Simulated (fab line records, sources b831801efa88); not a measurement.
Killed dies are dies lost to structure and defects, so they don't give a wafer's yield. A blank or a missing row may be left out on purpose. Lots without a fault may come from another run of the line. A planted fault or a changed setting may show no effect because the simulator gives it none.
Problem report in the 8D (eight disciplines) form, filled by code | flow sky130 | the parts of the form that need people (team, actions taken, sign-off) are left out

1. THE PROBLEM
developer_temp_C at SKY_VIA3_DEVELOP_11 reads a mean of 20.21 C on 6 wafers of 2 lots; wafers without a fault read 21.01 C with a standard deviation of 0.12. That is -6.7 standard deviations from the usual mean.
The step: develop time 60 s.
First seen on wafer L145.2, day 43 18:00, on litho_track-03. The record holds 39 wafers of 13 lots with a number at this step. Rule for "out", or "out of limits": more than 4 standard deviations from the usual mean. The other wafers with a number count as sound.

2. WHAT IT IS AND WHAT IT IS NOT
question                    | is                     | is not
which readings at this step | developer_temp_C       | resist_line_temp_C
which lots                  | L145, L147             | L131, L132, L135, L136, L138, L139, L141, L142, L143, L144, L146
which wafers of those lots  | all that have a number | -
read on which tools         | litho_track-03         | litho_track-01, litho_track-02
when                        | from day 43 18:00      | up to then (30 sound wafers); but 3 sound wafers of L146 came after

3. SUSPECTS, AND WHAT RULES EACH OUT
Counting: a tool at a process step up to the reading stays a suspect if it ran every lot that is out and no sound lot after the first of them.
- litho_track-03 at SKY_VIA3_DEVELOP_11 (develop time 60 s): kept. It ran every lot that is out, first L145 (day 43 18:00), and no sound lot after that; its last sound lot up to then is L144 (day 43 14:00). Its own readings are out on those wafers: developer_temp_C.
Left after counting: litho_track-03 at SKY_VIA3_DEVELOP_11.

4. THE CAUSE (what the simulator had put in)
Process parameter drift: litho_track-03, from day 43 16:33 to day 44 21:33, at SKY_VIA3_DEVELOP_11. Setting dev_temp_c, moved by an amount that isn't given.
Counting left only this tool.

5. THE CHAIN OF EFFECTS, in route order
Each row: a reading whose mean over the struck wafers that have a number lies more than 3 standard deviations from the usual. Only readings for which the record gives a usual standard deviation are gone through. hours: the time from each lot's start at the first step in this table that gives one to its start at this step, as a median over the lots. sigmas: the change in usual standard deviations.
hours | step                | reading          | usual   | on struck wafers | change | sigmas
0     | SKY_VIA3_DEVELOP_11 | developer_temp_C | 21.01 C | 20.21            | -0.80  | -6.7
The process steps in it:
- SKY_VIA3_DEVELOP_11: develop time 60 s.
Later measuring or inspecting steps at which every struck wafer that the step has a row for has a number for every such reading, and none has moved that far: SKY_VIA3_OVL_MEAS_13, SKY_CAP2M_THK_MEAS_01.

6. WHAT WOULD HAVE CAUGHT IT SOONER
In this record the first reading out of limits was taken at day 43 18:00, 1 hour after the fault began at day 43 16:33.
